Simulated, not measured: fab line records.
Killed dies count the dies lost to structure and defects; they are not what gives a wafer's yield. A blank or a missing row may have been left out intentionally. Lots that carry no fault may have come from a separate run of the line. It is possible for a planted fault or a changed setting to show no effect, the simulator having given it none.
2 desks, one fault	flow sky130	only its own numbers are on each desk; what lay behind them is given at the end

== METROLOGY DESK ==
Means of the sampled wafers that have a number, per lot and without regard to the tool the lot ran on: this is what the gauges read. The brackets show how far a lot's mean lies from the usual mean; more than 4 standard deviations puts the lot out of limits, marked OUT. Only the readings that lie furthest out on some lot appear, 7 of the 10 it has.
Columns: A = VT_ADJUST_LVTN_TW at SKY_VT_ADJUST_LVTN_TW_MEAS_10, usual 237.6; B = VT_ADJUST_LVTN_01_OVL at SKY_VT_ADJUST_LVTN_OVL_MEAS_18, usual -0.1 nm; C = VT_ADJUST_LVTN_2_TW at SKY_VT_ADJUST_LVTN_TW_MEAS_21, usual 184.9; D = cd_nm at SKY_VT_ADJUST_NCORE_CD_MEAS_07, usual 379.4 nm; E = VT_ADJUST_NCORE_TW at SKY_VT_ADJUST_NCORE_TW_MEAS_11, usual 218.0; F = cd_nm at SKY_VT_ADJUST_HVTR_CD_MEAS_07, usual 380.8 nm; G = VT_ADJUST_HVTR_TW at SKY_VT_ADJUST_HVTR_TW_MEAS_11, usual 209.7
lot	first seen here	A	B	C	D	E	F	G
L722	day 8 04:14	237.9	1.0	183.1	376.4	216.4	377.6	211.2
L726	day 8 22:14	238.1	0.7	184.5	379.1	220.3	381.1	207.6
L732	day 10 17:12	237.3	0.3	186.1	382.1	222.0	384.0	207.2
L738	day 12 10:01	236.4	-2.0	184.4	377.4	217.0	381.2	211.4
L739	day 12 14:54	235.7	0.7	184.8	383.2	216.8	379.5	211.5
L740	day 12 18:28	237.0	1.3	185.0	379.3	217.9	378.8	213.6
Finding of this desk: none of the 6 lots has anything out of limits.

== TOOL OWNER'S DESK, implanter-04 ==
For each lot that ran on this tool, the mean over its sampled wafers that have a number, from the tool's own readings at SKY_VT_ADJUST_LVTN_IMPLANT_19. The brackets show how far a lot's mean lies from the usual mean; more than 4 standard deviations puts the lot out of limits, marked OUT.
Columns: A = dose_ions_cm2 at SKY_VT_ADJUST_LVTN_IMPLANT_19, usual 6.499e+11; B = faraday_current_uA at SKY_VT_ADJUST_LVTN_IMPLANT_19, usual 3.67
lot	first seen here	A	B
L722	day 9 01:31	6.503e+11	3.65
L726	day 9 20:07	6.495e+11	3.68
L739	day 13 16:36	6.501e+11	3.61
Finding of this desk: none of the 3 lots has anything out of limits.

== ALL TOGETHER ==
The metrology desk saw nothing out of limits.
The desk of the tool owner found nothing out of limits.

== WHAT THE SIMULATOR HAD PUT IN ==
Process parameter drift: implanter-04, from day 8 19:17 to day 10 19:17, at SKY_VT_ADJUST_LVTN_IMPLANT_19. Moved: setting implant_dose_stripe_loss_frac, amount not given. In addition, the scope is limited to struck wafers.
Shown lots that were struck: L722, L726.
